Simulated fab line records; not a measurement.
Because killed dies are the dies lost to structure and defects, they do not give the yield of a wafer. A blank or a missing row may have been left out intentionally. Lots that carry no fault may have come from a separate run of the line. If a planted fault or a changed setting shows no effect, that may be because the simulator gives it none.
Which tool is to blame? + flow sky130 + Sampling: 13 lots, 39 wafers, 3 of 708 route steps

WHAT THE GAUGES READ, wafer by wafer
SKY_VIA2_THK_MEAS_23: measures by xrf. Usual: for VIA2_W_THK the level is 410 nm and the standard deviation is 6.6.
| lot  | measured     | on            | VIA2_W_THK (nm) | flag |
|------|--------------|---------------|-----------------|------|
| L755 | day 36 23:55 | film metro-04 | 398 405 394     |      |
| L756 | day 37 09:04 | film metro-04 | 411 416 417     |      |
| L757 | day 38 00:48 | film metro-04 | 407 407 402     |      |
| L758 | day 38 08:39 | film metro-04 | 414 409 412     |      |
| L759 | day 38 13:31 | film metro-01 | 410 415 416     |      |
| L761 | day 39 11:47 | film metro-04 | 412 419 411     |      |
| L762 | day 39 18:58 | film metro-04 | 415 412 412     |      |
| L763 | day 39 21:44 | film metro-04 | 407 403 405     |      |
| L766 | day 40 20:13 | film metro-01 | 414 410 408     |      |
| L774 | day 42 20:29 | film metro-04 | 404 400 404     |      |
| L775 | day 43 01:34 | film metro-01 | 411 404 404     |      |
| L776 | day 43 09:09 | film metro-04 | 410 403 408     |      |
| L777 | day 43 13:47 | film metro-01 | 420 421 412     |      |

SKY_CAPM_RS_MEAS_03: the measuring method here is four-point-probe. Usual: for CAPM_TIN_RS the level is 6.95 ohm/sq and the standard deviation is 0.07.
| lot  | measured     | on            | CAPM_TIN_RS (ohm/sq) | flag |
|------|--------------|---------------|----------------------|------|
| L755 | day 37 00:39 | film metro-01 | 7.05 7.02 6.98       |      |
| L756 | day 37 09:46 | film metro-01 | 6.88 6.93 7.01       |      |
| L757 | day 38 01:30 | film metro-02 | 6.89 6.83 6.88       |      |
| L758 | day 38 09:22 | film metro-01 | 6.96 7.00 7.03       |      |
| L759 | day 38 14:14 | film metro-01 | 7.04 7.04 7.02       |      |
| L761 | day 39 12:29 | film metro-02 | 7.03 6.98 7.05       |      |
| L762 | day 39 19:41 | film metro-02 | 7.07 7.05 6.99       |      |
| L763 | day 39 22:27 | film metro-04 | 6.94 6.86 6.88       |      |
| L766 | day 40 20:56 | film metro-04 | 7.05 6.95 7.04       |      |
| L774 | day 42 21:13 | film metro-02 | 6.98 7.02 6.93       |      |
| L775 | day 43 02:17 | film metro-01 | 6.83 6.81 6.92       |      |
| L776 | day 43 10:01 | film metro-04 | 6.92 6.91 6.88       |      |
| L777 | day 43 14:30 | film metro-04 | 6.97 6.96 6.96       |      |

TOOL THAT RAN EACH LOT (tool first, then ch and the chambers of the sampled wafers, then the start)
| lot  | SKY_LI_CONTACT_HDPCVD_00         |
|------|----------------------------------|
| L755 | hdpcvd-01 ch 0,1,2, day 28 09:47 |
| L756 | hdpcvd-01 ch 0,1, day 28 22:02   |
| L757 | hdpcvd-02 ch 0,2, day 29 14:47   |
| L758 | hdpcvd-01 ch 0,2, day 30 00:44   |
| L759 | hdpcvd-01 ch 1,2, day 30 06:38   |
| L761 | hdpcvd-01 ch 0,1,2, day 31 05:14 |
| L762 | hdpcvd-01 ch 0,1, day 31 13:28   |
| L763 | hdpcvd-02 ch 0,1,2, day 31 19:59 |
| L766 | hdpcvd-01 ch 1,2, day 32 20:15   |
| L774 | hdpcvd-02 ch 0,2, day 35 00:28   |
| L775 | hdpcvd-02 ch 0,1, day 35 06:44   |
| L776 | hdpcvd-02 ch 0,1, day 35 16:07   |
| L777 | hdpcvd-01 ch 1,2, day 35 20:58   |
- SKY_LI_CONTACT_HDPCVD_00: deposits PSG, target thk 930 nm, time 155 s.

WHAT THE TOOLS THEMSELVES READ (means of the sampled wafers that have a number; where no wafer has one, the mark that the record gives instead)
The record holds no such reading with a usual standard deviation.

THE ANSWER, worked out from the rows above alone
Rule: take the mean of a lot's wafers that have a number; if it is more than 3 standard deviations from the usual mean, the lot is off. A lot without any number at a reading at which 4 lots or more have one is off too. The other lots that the step has rows for count as sound. After the gauges, taken in route order, come the tools' own readings; for these a lot's mean is taken, as printed above. At the first step where some lot is off, the reading lying furthest off is the one used; lots without a number count as furthest.
Across all readings shown, no lot is off: no conclusion can be drawn from this.

WHAT THE SIMULATOR HAD INSERTED
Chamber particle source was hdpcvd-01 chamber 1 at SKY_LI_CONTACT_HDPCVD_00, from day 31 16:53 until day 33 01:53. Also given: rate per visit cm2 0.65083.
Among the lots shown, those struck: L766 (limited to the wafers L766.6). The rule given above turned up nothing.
